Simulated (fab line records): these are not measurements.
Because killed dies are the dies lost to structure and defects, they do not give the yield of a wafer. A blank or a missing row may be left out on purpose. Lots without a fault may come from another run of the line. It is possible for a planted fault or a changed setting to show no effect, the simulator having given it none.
Code-filled problem report in 8D (eight disciplines) form -- flow sky130 -- the parts of the form that need people (team, actions taken, sign-off) are left out

## 1. PROBLEM STATEMENT
oes_product_au at SKY_VIA2_ETCH_14 reads a mean of 0.996 a.u. on 6 wafers of 2 lots; wafers without a fault read 0.855 a.u. with a standard deviation of 0.0045. Measured from the usual mean, that is +31 standard deviations.
The step: etches BARC in N2/H2, stops on SiO2, time 45.9 s, target depth 60 nm.
First observed at day 39 09:07: wafer L936.4, on rie_diel-01. At this step, 42 wafers from 14 lots have a number in the record. The rule behind "out" and "out of limits": a value lying over 4 standard deviations away from the usual mean. The other wafers with a number count as sound.

## 2. WHAT IT IS AND WHAT IT IS NOT
question,is,is not
which readings at this step,"oes_product_au, run_length_s",-
which lots,"L936, L939","L928, L929, L930, L931, L934, L938, L940, L945, L946, L947, L948, L949"
which wafers of those lots,all that have a number,-
read on which tools,rie_diel-01,"rie_diel-03, rie_diel-04"
when,from day 39 09:07,"up to then (15 sound wafers); but 21 sound wafers of L938, L940, L945, L946, L947, L948, L949 came after"

## 3. WHAT RULES OUT EACH SUSPECT
Counting: a tool stays on the suspect list if, at a process step up to the reading, it processed all lots that are out and no sound lot following the first of them.
- pvd_sputter-03 at SKY_METAL2_SPUTTER_02 (material AlCu, target thk 250 nm, time 13.3 s): ruled out as a lasting fault. The sound lots L938, L948 went through it after L936, its earliest lot that is out (day 37 06:03).
- pvd_sputter-03 at SKY_METAL2_SPUTTER_04 (material TiN, target thk 70 nm, time 58.3 s): ruled out as a lasting fault. The sound lots L938, L948 went through it after L936, its earliest lot that is out (day 37 06:05).
- rie_diel-01 at SKY_VIA2_ETCH_14 (etches BARC in N2/H2, stops on SiO2, time 45.9 s, target depth 60 nm): kept. All lots that are out passed through it, beginning with L936 at day 39 09:07, and no sound lot followed; its final sound lot before that point was L934 at day 38 21:02. Its own oes_product_au, run_length_s readings are out on those wafers.
Remaining after the count: rie_diel-01 at SKY_VIA2_ETCH_14.

## 4. THE CAUSE (what the simulator had put in)
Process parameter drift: rie_diel-01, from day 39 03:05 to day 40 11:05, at SKY_VIA2_ETCH_14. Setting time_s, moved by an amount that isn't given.
Only this tool survived the counting.

## 5. SEQUENCE OF EFFECTS, ordered by route
One row per reading whose mean, taken over the struck wafers that have a number, lies over 3 standard deviations from the usual. Scope: only readings with a usual standard deviation given in the record; hours: median across lots of the time from each lot's start at the first step in this table that gives one to its start at this step; sigmas: change in usual standard deviations.
hours,step,reading,usual,on struck wafers,change,sigmas
0,SKY_VIA2_ETCH_14,oes_product_au,0.855 a.u.,0.996,+0.141,+31
0,SKY_VIA2_ETCH_14,run_length_s,74.3 s,57.0,-17.3,-31
0,SKY_VIA2_ETCH_15,oes_product_au,0.940 a.u.,0.434,-0.506,-99 or more
0,SKY_VIA2_STRIP_16,strip_time_to_endpoint_s,4.052 s,4.235,+0.183,+7.0
The process steps in it:
- SKY_VIA2_ETCH_14: etches BARC in N2/H2, stops on SiO2, time 45.9 s, target depth 60 nm.
- SKY_VIA2_ETCH_15: etches SiO2 in C4F8/O2/Ar, stops on TiN, target depth 546 nm, time 84 s.
- SKY_VIA2_STRIP_16: strips in O2/N2.
Readings that are blank on the struck wafers while sound wafers have them: bias_w at SKY_VIA2_ETCH_14.

## 6. HOW IT WOULD HAVE BEEN CAUGHT EARLIER
First out-of-limits reading in this record: day 39 09:07, which is 6 hours after fault onset at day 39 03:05.
